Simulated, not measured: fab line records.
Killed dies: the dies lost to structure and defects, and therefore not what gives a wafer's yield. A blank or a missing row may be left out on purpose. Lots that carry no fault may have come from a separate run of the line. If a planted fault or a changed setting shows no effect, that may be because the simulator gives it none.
A lot that was struck, set against a sound lot / flow sky130 / 15 steps out of a route of 708
Sound: these wafers, L215.1, L215.2, L215.3. Wafers struck: L218.2, L218.4, L218.5. The cause comes at the end.
Each step with rows lists, per side, the tool, then ch with its chambers, then its first start. Under that, the readings that differ: sound wafers / struck wafers / difference of the means / sigmas: that difference in standard deviations of wafers without a fault.
alike: words and numbers the same on both sides, and readings whose means are apart by under 2 such deviations; not compared: readings that were withheld, readings missing a value for some wafer, numbers with overlapping values and no deviation given by the record, and bounds like >300 which may hide the same value.
Wherever a step has rows on one side only, a row that says differs or no value, or a row with sigmas, the two part there. Numbers that don't overlap but have no deviation are shown without sigmas and don't part them. Lack of a reading on every wafer of one side parts them only where that side has two or more wafers.

first, 1 step without rows for these wafers: SKY_CONTACT_SPUTTER_23 (material TiN, target thk 20 nm, time 80 s).
SKY_CONTACT_CVD_24: deposits W, target thk 340 nm, time 102.12 s.
  sound on cvdW-01 ch 0,1, day 34 03:22; struck on cvdW-01 ch 0,1, day 34 21:21
  alike: heaterPowerW
  not compared: sinceWetCleanH
SKY_CONTACT_RS_MEAS_25: the measuring method here is four-point-probe.
  sound on filmMetro-03 at day 34 03:29; struck on filmMetro-01 at day 34 21:29
  alike: CONTACT_W_RS
SKY_CONTACT_THK_MEAS_26: measures by xrf.
  sound on filmMetro-03 at day 34 03:36; struck on filmMetro-01 at day 34 21:35
  alike: CONTACT_W_THK
SKY_CONTACT_CMP_27: polishes, stops on SiO2, t overpolish 15 s, target thk 0 nm.
  sound on cmp-01 ch 0,2,3, day 34 03:43; struck on cmp-02 ch 0,2,3, day 34 21:38
  alike: motorCurrentA, overpolishRunS, timeToEndpointS
then, 1 step without rows for these wafers: SKY_METAL1_SPUTTER_00 (material Ti, target thk 15 nm, time 10 s).
SKY_METAL1_SPUTTER_01: material TiN, target thk 20 nm, time 16.7 s.
  sound on pvdSputter-03 at day 34 03:59; struck on pvdSputter-01 at day 34 21:58
  alike: throttleValvePct
SKY_METAL1_SPUTTER_02: material AlCu, target thk 250 nm, time 13.3 s.
  sound on pvdSputter-03 at day 34 04:01; struck on pvdSputter-01 at day 34 21:59
  alike: throttleValvePct
SKY_METAL1_SPUTTER_03: material Ti, target thk 5 nm, time 3.3 s.
  sound on pvdSputter-03 at day 34 04:02; struck on pvdSputter-01 at day 34 22:01
  alike: throttleValvePct
then, 1 step without rows for these wafers: SKY_METAL1_SPUTTER_04 (material TiN, target thk 70 nm, time 58.3 s).
SKY_METAL1_RS_MEAS_05: the measuring method here is four-point-probe.
  sound on filmMetro-02 at day 34 04:06; struck on filmMetro-04 at day 34 22:06
  alike: METAL1_ALCU_RS
SKY_METAL1_THK_MEAS_06: measures by xrf.
  sound on filmMetro-02 at day 34 04:13; struck on filmMetro-04 at day 34 22:13
  alike: METAL1_ALCU_THK
SKY_METAL1_DEHYDRATE_07: time 60 s.
  sound on lithoTrack-01 ch 0, day 34 16:25; struck on lithoTrack-01 ch 0, day 35 11:03
reading=runLengthS (s); sound=88.79 88.90 89.00; struck=93.08 92.81 92.84; difference=+4.01; sigmas=+18
  alike: heaterPowerTotalW
then, 1 step without rows for these wafers: SKY_METAL1_HMDS_08 (prime time 60 s).
-- the record jumps here: 13 days lie between the struck wafers' starts before and after (it left off in module METAL1 and takes up again in module PAD_OPEN, whose first step shown is number 708 of the route) --
SKY_PAD_OPEN_PROBE_99:
  sound on prober-02 at day 47 15:27; struck on prober-01 at day 48 03:07
  alike: defectLimitedYield, killed_at_M0_to_M3, killed_at_M4_up, killedAtContacts, killedAtFrontEnd, killedAtOther, killedDies, killedOpen, killedShort, sort_bin_3_pad_short, sort_bin_5_function, sort_bin_6_memory, sortNPass, sortYieldPct

## WHERE THEY PART
Only at SKY_METAL1_DEHYDRATE_07, within this record. Later steps at which nothing parts them and some readings are alike: SKY_PAD_OPEN_PROBE_99.

WHY: whatever the simulator had introduced
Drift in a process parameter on lithoTrack-01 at SKY_METAL1_DEHYDRATE_07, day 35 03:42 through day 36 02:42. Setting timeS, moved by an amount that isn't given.
